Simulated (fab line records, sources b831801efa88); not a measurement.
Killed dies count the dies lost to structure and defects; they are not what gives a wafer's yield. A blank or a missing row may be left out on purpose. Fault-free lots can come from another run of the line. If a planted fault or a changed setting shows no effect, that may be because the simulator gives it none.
One fault seen from 2 desks | flow sky130 | only its own numbers are on each desk; what lay behind them is given at the end

== AT THE TOOL OWNER'S DESK: pvd sputter-03 ==
At SKY_CAPM_SPUTTER_02 (material TiN, target thk 200 nm, time 166.7 s) the tool's own readings: per lot run on this tool, the mean of the sampled wafers that have a number. If a lot's mean is further than 4 standard deviations from the usual mean, the lot is out of limits and carries the mark OUT (the distance appears in the brackets).
Columns: A = cathode dc power W at SKY_CAPM_SPUTTER_02, usual 6500.1 W; B = chamber pressure pa at SKY_CAPM_SPUTTER_02, usual 0.4000 Pa; C = throttle valve pct at SKY_CAPM_SPUTTER_02, usual 30.6 %
lot  | first seen here | A                        | B      | C
L246 | day 36 08:28    | 6499.2                   | 0.4002 | 30.5
L252 | day 38 07:32    | 6499.1                   | 0.4002 | 30.5
L261 | day 41 10:55    | 6500.9                   | 0.4004 | 30.8
L262 | day 41 11:40    | 6032.1 (-99 or more) OUT | 0.3992 | 30.3
L263 | day 41 16:47    | 6031.3 (-99 or more) OUT | 0.4003 | 30.8
L264 | day 41 20:05    | 6031.7 (-99 or more) OUT | 0.3988 | 30.1
Finding of this desk: L262, L263, L264 out of limits; the first was L262 at day 41 11:40, on cathode dc power W at SKY_CAPM_SPUTTER_02. L246, L252, L261 stayed within limits.

== FROM THE METROLOGY DESK ==
What the gauges read, lot by lot, whatever tool the lot ran on: means of the sampled wafers that have a number. If a lot's mean is further than 4 standard deviations from the usual mean, the lot is out of limits and carries the mark OUT (the distance appears in the brackets).
Columns: A = CAPM_TIN_RS at SKY_CAPM_RS_MEAS_03, usual 6.93 ohm/sq; B = CAPM_TIN_THK at SKY_CAPM_THK_MEAS_04, usual 196.6 nm
lot  | first seen here | A               | B
L246 | day 36 08:34    | 6.99            | 195.8
L248 | day 36 18:52    | 6.96            | 194.8
L252 | day 38 07:38    | 6.89            | 197.1
L253 | day 38 15:09    | 6.90            | 199.2
L255 | day 39 08:44    | 7.07            | 192.8
L261 | day 41 11:02    | 6.93            | 196.0
L262 | day 41 11:50    | 7.49 (+6.4) OUT | 182.3 (-5.3) OUT
L263 | day 41 16:53    | 7.67 (+8.4) OUT | 177.4 (-7.1) OUT
L264 | day 41 20:14    | 7.31 (+4.4) OUT | 184.9 (-4.3) OUT
L267 | day 42 09:32    | 6.87            | 200.0
L268 | day 42 23:10    | 6.90            | 198.6
Finding of this desk: L262, L263, L264 out of limits, first seen on L262 at day 41 11:50 (CAPM_TIN_RS at SKY_CAPM_RS_MEAS_03). L246, L248, L252, L253, L255, L261, L267, L268 stayed within limits.

== BROUGHT TOGETHER ==
At day 41 11:40, on L262, L263, L264, the tool owner's desk was in a position to raise an alarm.
L262, L263, L264 would have let the metrology desk raise an alarm at day 41 11:50.
Every lot named ran SKY_CAPM_SPUTTER_02 on pvd sputter-03.

== WHAT THE SIMULATOR HAD PUT IN ==
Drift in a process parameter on pvd sputter-03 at SKY_CAPM_SPUTTER_02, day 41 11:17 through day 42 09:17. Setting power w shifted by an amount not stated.
Shown lots that were struck: L262, L263, L264.
Counting hours from when the fault started, the first reading out of limits came at 0 for the tool owner's desk and at 1 for the metrology desk.
